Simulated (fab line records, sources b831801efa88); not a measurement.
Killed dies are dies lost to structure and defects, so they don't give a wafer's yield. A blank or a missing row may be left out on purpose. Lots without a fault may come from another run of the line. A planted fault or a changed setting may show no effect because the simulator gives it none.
Tool commonality check | flow sky130 | 12 lots, 36 wafers sampled

WHY IT WAS OPENED
At SKY_RES_XHIGH_TW_MEAS_09 the reading RES_XHIGH_TW is flagged on 2 of 12 lots. Wafers without a fault read 1657, standard deviation 13.
Rule: a lot is flagged when every wafer of it that has a number lies more than 4 standard deviations from that mean, or none has a number. The other lots count as sound.

lot  | measured     | on            | RES_XHIGH_TW, wafer by wafer | flag
L705 | day 26 15:55 | film_metro-03 | 1640 1638 1648               |
L706 | day 26 18:38 | film_metro-04 | 1678 1680 1670               |
L707 | day 27 08:52 | film_metro-04 | 1656 1671 1660               |
L708 | day 27 10:36 | film_metro-03 | 1652 1642 1646               |
L709 | day 27 23:07 | film_metro-03 | 1648 1640 1652               |
L710 | day 28 10:20 | film_metro-03 | 1644 1641 1644               |
L711 | day 28 16:20 | film_metro-04 | 1671 1665 1673               |
L712 | day 28 19:02 | film_metro-03 | 1641 1648 1651               |
L713 | day 30 10:52 | film_metro-03 | 1642 1643 1649               |
L722 | day 32 11:03 | film_metro-03 | 1544 1538 1544               | FLAGGED
L724 | day 32 19:02 | film_metro-03 | 1552 1537 1539               | FLAGGED
L727 | day 33 19:44 | film_metro-01 | 1656 1655 1668               |
The numbers of the flagged lots are 1542 on average: -115 against the usual, or -9 standard deviations.

WHICH TOOL RAN EACH LOT
The record holds 1 process step before the reading, out of a route of 708 steps. In each cell: the tool, then ch and the chambers that the sampled wafers went through, then the start.
lot  | flag    | SKY_RES_XHIGH_IMPLANT_07
L705 |         | implanter-02 ch 0, day 26 15:40
L706 |         | implanter-04 ch 0, day 26 18:24
L707 |         | implanter-02 ch 0, day 27 08:38
L708 |         | implanter-01 ch 0, day 27 10:21
L709 |         | implanter-02 ch 0, day 27 22:52
L710 |         | implanter-01 ch 0, day 28 10:06
L711 |         | implanter-01 ch 0, day 28 16:06
L712 |         | implanter-04 ch 0, day 28 18:47
L713 |         | implanter-02 ch 0, day 30 10:37
L722 | FLAGGED | implanter-04 ch 0, day 32 10:50
L724 | FLAGGED | implanter-04 ch 0, day 32 18:47
L727 |         | implanter-02 ch 0, day 33 19:29
What these steps do:
- SKY_RES_XHIGH_IMPLANT_07
- SKY_RES_XHIGH_TW_MEAS_09

FLAGGED OVER TOTAL, TOOL BY TOOL (the gauges that took the reading come last)
step                     | tool          | lots run | flagged | share of the flagged lots | sound lots run after its first flagged lot
SKY_RES_XHIGH_IMPLANT_07 | implanter-01  | 3        | 0       | none                      | -
SKY_RES_XHIGH_IMPLANT_07 | implanter-02  | 5        | 0       | none                      | -
SKY_RES_XHIGH_IMPLANT_07 | implanter-04  | 4        | 2       | all                       | 0
SKY_RES_XHIGH_TW_MEAS_09 | film_metro-01 | 1        | 0       | none                      | -
SKY_RES_XHIGH_TW_MEAS_09 | film_metro-03 | 8        | 2       | all                       | 0
SKY_RES_XHIGH_TW_MEAS_09 | film_metro-04 | 3        | 0       | none                      | -

WHAT THE TABLE ALLOWS
2 rows of the table ran every flagged lot: implanter-04 at SKY_RES_XHIGH_IMPLANT_07, film_metro-03 at SKY_RES_XHIGH_TW_MEAS_09.
- implanter-04 at SKY_RES_XHIGH_IMPLANT_07: 2 of its 4 lots flagged. Its last sound lot is L712 (day 28 18:47), its first flagged lot L722 (day 32 10:50): a fault that began between those two fits. Its own readings lie more than 4 standard deviations out on every wafer of the flagged lots: beam_on_s, faraday_current_uA.
- film_metro-03 at SKY_RES_XHIGH_TW_MEAS_09: 2 of its 8 lots flagged. Its last sound lot is L713 (day 30 10:52), its first flagged lot L722 (day 32 11:03): a fault that began between those two fits.
Counting lots can't tell these 2 tools apart, because each fits a fault that began at some hour. More lots, or a look at what each step does to the wafer, might.

WHAT THE SIMULATOR HAD PUT IN
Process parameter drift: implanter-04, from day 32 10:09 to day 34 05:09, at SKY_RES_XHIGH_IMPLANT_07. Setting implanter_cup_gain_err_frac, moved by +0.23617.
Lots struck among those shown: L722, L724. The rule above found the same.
